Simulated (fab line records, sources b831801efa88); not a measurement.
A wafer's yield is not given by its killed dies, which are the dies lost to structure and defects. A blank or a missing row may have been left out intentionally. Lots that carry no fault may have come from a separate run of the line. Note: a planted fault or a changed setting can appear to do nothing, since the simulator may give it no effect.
Code-filled problem report in 8D (eight disciplines) form + flow gf180mcu + the parts of the form that need people (team, actions taken, sign-off) are left out

== 1. THE PROBLEM ==
Across 3 wafers from 2 lots, V1_CVD_02_THK at GF_V1_THK_MEAS_03 averages 916 nm, while fault-free wafers read 847 nm with a standard deviation of 11. Relative to the usual mean, that is a shift of +6.3 standard deviations.
Seen first at day 19 08:57 on film-metro-01, wafer L436.6. At this step, 33 wafers from 11 lots have a number in the record. Rule for "out" (also "out of limits"): further than 4 standard deviations from the usual mean. The rest of the wafers with a number are treated as sound.

== 2. WHAT IT IS; WHAT IT IS NOT ==
| question                    | is                     | is not                                                                                                              |
|-----------------------------|------------------------|---------------------------------------------------------------------------------------------------------------------|
| which readings at this step | V1_CVD_02_THK          | -                                                                                                                   |
| which lots                  | L436, L439             | L433, L443, L444, L445, L446, L449, L450, L452, L453                                                                |
| which wafers of those lots  | L436.6, L439.3, L439.6 | L436.4, L436.5, L439.1                                                                                              |
| read on which gauges        | film-metro-01          | film-metro-03, film-metro-04                                                                                        |
| when                        | from day 19 08:57      | up to then (5 sound wafers); but 25 sound wafers of L439, L443, L444, L445, L446, L449, L450, L452, L453 came after |

== 3. SUSPECTS, AND WHAT RULES EACH OUT ==
Counting: a tool at a process step up to the reading stays a suspect if it ran every lot that is out. Sound lots after the first of them don't rule it out here, since some wafers of a struck lot are sound.
- the gauge at GF_V1_THK_MEAS_03: ruled out. All the wafers that are out were read on film-metro-01, but those of them that GF_V1_CVD_02 has rows for are out there too, on other tools.
- pecvd-01 at GF_V1_CVD_02 (deposits SiO2 from TEOS, target thk 850 nm, time 94.851 s): kept. It processed each lot that is out (first: L436, day 19 08:53); up to then, its last sound lot is L433 (day 18 04:50). Its own readings are out on those wafers: run-length-s.
- pecvd-01, GF_V1_CVD_02: wafers that are out in chamber 2, sound lot-mates in chambers 0, 1.
Remaining after the count: pecvd-01 at GF_V1_CVD_02.

== 4. THE CAUSE (what the simulator had put in) ==
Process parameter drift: pecvd-01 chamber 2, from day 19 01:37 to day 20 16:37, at GF_V1_CVD_02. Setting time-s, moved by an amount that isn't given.
After counting, this tool was the only one left.

== 5. SEQUENCE OF EFFECTS, ordered by route ==
Rows list readings where the struck wafers' mean (over those with a number) sits beyond 3 standard deviations from the usual. Scope: only readings with a usual standard deviation given in the record; hours: median across lots of the time from each lot's start at the first step in this table that gives one to its start at this step; sigmas: change in usual standard deviations.
| hours | step              | reading            | usual   | on struck wafers | change | sigmas |
|-------|-------------------|--------------------|---------|------------------|--------|--------|
| 0     | GF_V1_CVD_02      | run-length-s       | 122.5 s | 128.0            | +5.5   | +10    |
| 0     | GF_V1_THK_MEAS_03 | V1_CVD_02_THK      | 847 nm  | 916              | +69    | +6.3   |
| 0     | GF_V1_CMP_04      | time-to-endpoint-s | 80 s    | 100              | +20    | +4.2   |
The process steps in it:
- GF_V1_CVD_02: deposits SiO2 from TEOS, target thk 850 nm, time 94.851 s.
- GF_V1_CMP_04: polishes SiO2.

== 6. WHAT WOULD HAVE CAUGHT IT SOONER ==
The first out-of-limits reading at a measuring or inspecting step in this record came at day 19 08:57, 7 hours after the fault's start at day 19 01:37.
The tool's own readings at GF_V1_CVD_02 were out on every struck wafer that the step has a row for (run-length-s): an alarm limit on them would have fired on the first of those.
Lots out: 2; of these, L439 started GF_V1_CVD_02 on pecvd-01 after day 19 08:57. A hold on the tool at that time would have spared it.
